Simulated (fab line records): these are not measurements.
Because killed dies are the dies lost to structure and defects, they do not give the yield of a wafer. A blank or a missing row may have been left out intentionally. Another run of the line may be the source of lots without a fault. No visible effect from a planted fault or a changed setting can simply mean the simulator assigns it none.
Split-lot study | flow sky130 | on a route of 708 steps: 5 lots, 23 wafers read

## ABOUT THE SPLIT
At SKY_LDD_P_IMPLANT_09, the setting dose-cm2 was moved away from the recipe's 1e+13 on 10 of the 23 wafers read, by -5.3% to +6.7%. This setting was run at the recipe's value on the other wafers.

## FROM THE SPLIT ON TO THE READING: in between, the file shows 1 step
- SKY_LDD_P_STRIP_10: strips in O2/N2

## THE READING
LDD_P_TW, at SKY_LDD_P_TW_MEAS_11. On this fab line, fault-free wafers typically give 634.0 with a standard deviation of 2.9.

wafer  | tool, chamber at the split | dose-cm2 as run | against the recipe | LDD_P_TW | against lot-mates on the recipe
L077.1 | implanter-04, 0            | 1e+13           | recipe             | 636.2    | -
L077.4 | implanter-04, 0            | 1e+13           | recipe             | 635.0    | -
L077.5 | implanter-04, 0            | 1e+13           | recipe             | 635.7    | -
L079.1 | implanter-01, 0            | 1.067e+13       | +6.7%              | 638.7    | +10.7
L079.2 | implanter-01, 0            | 1e+13           | recipe             | 627.2    | -
L079.4 | implanter-01, 0            | 1e+13           | recipe             | 629.1    | -
L079.5 | implanter-01, 0            | 1e+13           | recipe             | 627.8    | -
L079.6 | implanter-01, 0            | 1.067e+13       | +6.7%              | 643.0    | +15.0
L082.1 | implanter-04, 0            | 1e+13           | recipe             | 631.1    | -
L082.2 | implanter-04, 0            | 9.469e+12       | -5.3%              | 622.7    | -8.8
L082.4 | implanter-04, 0            | 9.469e+12       | -5.3%              | 623.4    | -8.1
L082.5 | implanter-04, 0            | 9.469e+12       | -5.3%              | 623.8    | -7.8
L082.6 | implanter-04, 0            | 1e+13           | recipe             | 632.0    | -
L083.1 | implanter-04, 0            | 1e+13           | recipe             | 632.2    | -
L083.2 | implanter-04, 0            | 1.028e+13       | +2.8%              | 638.5    | +6.5
L083.3 | implanter-04, 0            | 1.028e+13       | +2.8%              | 639.4    | +7.4
L083.4 | implanter-04, 0            | 1e+13           | recipe             | 631.9    | -
L083.6 | implanter-04, 0            | 1.028e+13       | +2.8%              | 634.3    | +2.2
L085.1 | implanter-03, 0            | 1e+13           | recipe             | 633.2    | -
L085.2 | implanter-03, 0            | 1e+13           | recipe             | 630.6    | -
L085.4 | implanter-03, 0            | 1.045e+13       | +4.5%              | 640.6    | +8.4
L085.5 | implanter-03, 0            | 1e+13           | recipe             | 632.7    | -
L085.6 | implanter-03, 0            | 1.045e+13       | +4.5%              | 641.6    | +9.4

THE FIT
A straight line over all 23 wafers: LDD_P_TW changes by +1.61 for each +1% of dose-cm2; r = +0.90; the points scatter about the line by 2.5.
The same after taking each lot's own level away (the mean of its wafers on the recipe; 23 wafers): +1.77 for each +1%; r = +0.98; scatter 1.3.
According to that fit, moving dose-cm2 by its largest amount changes the reading by 12.
The span of the lots' own levels, 628.03 to 635.63, comes to 2.6 times the standard deviation stated above.
The two slopes are in agreement: the lot-to-lot level therefore moves the slope only a little.
Check: with one of the wafers moved furthest among these (+6.7%) left out of the fit, the line predicts +12.7 for it against its lot-mates. It came out at +10.7 against them.

## OTHER SPLITS ON THESE WAFERS
These wafers also went through other splits before the reading. Each is held against what the fit with the lots' levels taken away leaves over:
other split on the same wafers        | wafers away from the commonest value | r with LDD_P_TW (lot level and that fit taken away)
SKY_SONOS_ONO_OXIDATION_00 ox-time-s  | 15                                   | +0.08
SKY_SONOS_ONO_CVD_02 pressure-mtorr   | 15                                   | -0.10
SKY_SONOS_ONO_DEVELOP_12 dev-temp-c   | 9                                    | -0.21
SKY_GATE_OXIDE_OXIDATION_01 ox-time-s | 15                                   | +0.08
SKY_GATE_OXIDE_SOFTBAKE_06 temp-c     | 10                                   | +0.26
SKY_POLY_GATE_COAT_07 resist-thk-nm   | 5                                    | +0.07
SKY_POLY_GATE_ETCH_15 source-w        | 11                                   | -0.29
SKY_LDD_N_SOFTBAKE_03 temp-c          | 7                                    | +0.40
SKY_LDD_N_IMPLANT_12 energy-kev       | 11                                   | +0.03

## FILE'S OWN FIT
LDD_P_TW changes by +1.83 for each +1% of dose-cm2, r = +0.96.
